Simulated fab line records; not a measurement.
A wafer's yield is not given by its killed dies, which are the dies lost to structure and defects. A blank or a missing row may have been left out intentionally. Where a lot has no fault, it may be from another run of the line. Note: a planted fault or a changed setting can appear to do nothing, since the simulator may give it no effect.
Struck lot and sound lot, side by side | flow sky130 | 14 out of 708 route steps
Sound: wafers L632.1, L632.3, L632.6. The struck wafers were L643.1, L643.4, L643.5. At the end, the cause is stated.
Each step with rows lists, per side, the tool, then ch with its chambers, then its first start. Under that, the readings that differ: sound wafers | struck wafers | difference of the means | sigmas: that difference in standard deviations of wafers without a fault.
alike: a reading whose means differ by less than 2 such deviations, as well as words and numbers matching on both sides. not compared: withheld readings; readings where some wafer has no value; bounds like >300 that might hide an equal value; numbers whose values overlap and for which the record gives no deviation.
The two part at a step that has a row with sigmas, a row that says differs or no value, or rows on one side only. Numbers that don't overlap but have no deviation are shown without sigmas and don't part them. A reading missing from all wafers of one side parts the sides only when that side holds two or more wafers.

SKY_CONTACT_OVL_MEAS_15:
  struck on overlay-01, day 35 18:31; sound on overlay-02, day 32 08:05
  alike: CONTACT_OVL
SKY_CONTACT_ETCH_16: etches BARC in N2/H2, stops on SiO2, time 45.9 s, target depth 60 nm.
  sound on rieDiel-04 ch 0,2, day 32 08:07; struck on rieDiel-01 ch 0,1, day 35 18:34
  alike: biasW, drypumpMotorCurrentA, oesProductAu, rfFwdPowerW, throttleValvePct
  not compared: rfHoursCounterH
SKY_CONTACT_ETCH_17: etches SiO2 in C4F8/O2/Ar, stops on Si3N4, target depth 340 nm.
  sound on rieDiel-04 ch 0,2, day 32 08:10; struck on rieDiel-01 ch 0,1, day 35 18:36
  alike: biasW, oesProductAu, rfFwdPowerW
SKY_CONTACT_ETCH_18: etches Si3N4 in CHF3/O2, stops on TiN, time 39 s, target depth 75 nm.
  sound: rieDiel-04 ch 0,2; struck: rieDiel-01 ch 0,1
  alike: biasW, drypumpMotorCurrentA, oesProductAu, rfFwdPowerW, throttleValvePct
  not compared: rfHoursCounterH
then, 4 steps without rows for these wafers: SKY_CONTACT_STRIP_19 (strips in O2/N2); SKY_CONTACT_STRIP_20 (strips in post etch residue remover, time 1200 s); SKY_CONTACT_CLEAN_21 (cleans in IPA, time 180 s); SKY_CONTACT_CLEAN_22 (cleans in O3/DIW).
SKY_CONTACT_SPUTTER_23: material TiN, target thk 20 nm, time 80 s.
  struck on pvdSputter-03, day 35 19:19; sound on pvdSputter-03, day 32 08:51
  alike: throttleValvePct
SKY_CONTACT_CVD_24: deposits W, target thk 340 nm, time 102.12 s.
  sound on cvdW-01 ch 1, day 32 08:55; struck on cvdW-01 ch 0, day 35 19:23
  alike: heaterPowerW
  not compared: sinceWetCleanH
SKY_CONTACT_RS_MEAS_25: measures by four-point-probe.
  struck on filmMetro-02, day 35 19:30; sound on filmMetro-04, day 32 09:01
  alike: CONTACT_W_RS
SKY_CONTACT_THK_MEAS_26: measures by xrf.
  struck on filmMetro-02, day 35 19:37; sound on filmMetro-04, day 32 09:08
  alike: CONTACT_W_THK
SKY_CONTACT_CMP_27: polishes, stops on SiO2, t overpolish 15 s, target thk 0 nm.
  sound on cmp-02 ch 2,3, day 32 09:12; struck on cmp-01 ch 1,2,3, day 35 19:43
reading             | sound                | struck            | difference | sigmas
overpolishRunS (s)  | 14.993 15.004 14.994 | 0.040 0.039 0.040 | -14.957    | -99 or more
timeToEndpointS (s) | 85 89 82             | 127 127 127       | +42        | +11
  alike: motorCurrentA
-- the record jumps here: 13 days lie between the struck wafers' starts before and after (it left off in module CONTACT and takes up again in module PAD_OPEN, whose first step shown is number 708 of the route) --
SKY_PAD_OPEN_PROBE_99:
  struck on prober-02, day 48 23:41; sound on prober-01, day 46 08:53
reading          | sound    | struck      | difference | sigmas
killedAtContacts | 26 26 31 | 431 426 445 | +406       | +75
killedDies       | 93 83 92 | 492 492 492 | +403       | +46
killedOnRim      | 15 15 22 | 96 96 96    | +79        | +23
  alike: killed_at_M0_to_M3, killed_at_M4_up, killedAtFrontEnd, killedAtOther, killedOpen, killedShort

## WHERE THEY PART
At SKY_CONTACT_CMP_27 first; at SKY_PAD_OPEN_PROBE_99 last (within this record only).

WHY: the cause the simulator had injected
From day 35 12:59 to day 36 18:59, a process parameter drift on cmp-01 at SKY_CONTACT_CMP_27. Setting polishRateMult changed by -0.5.
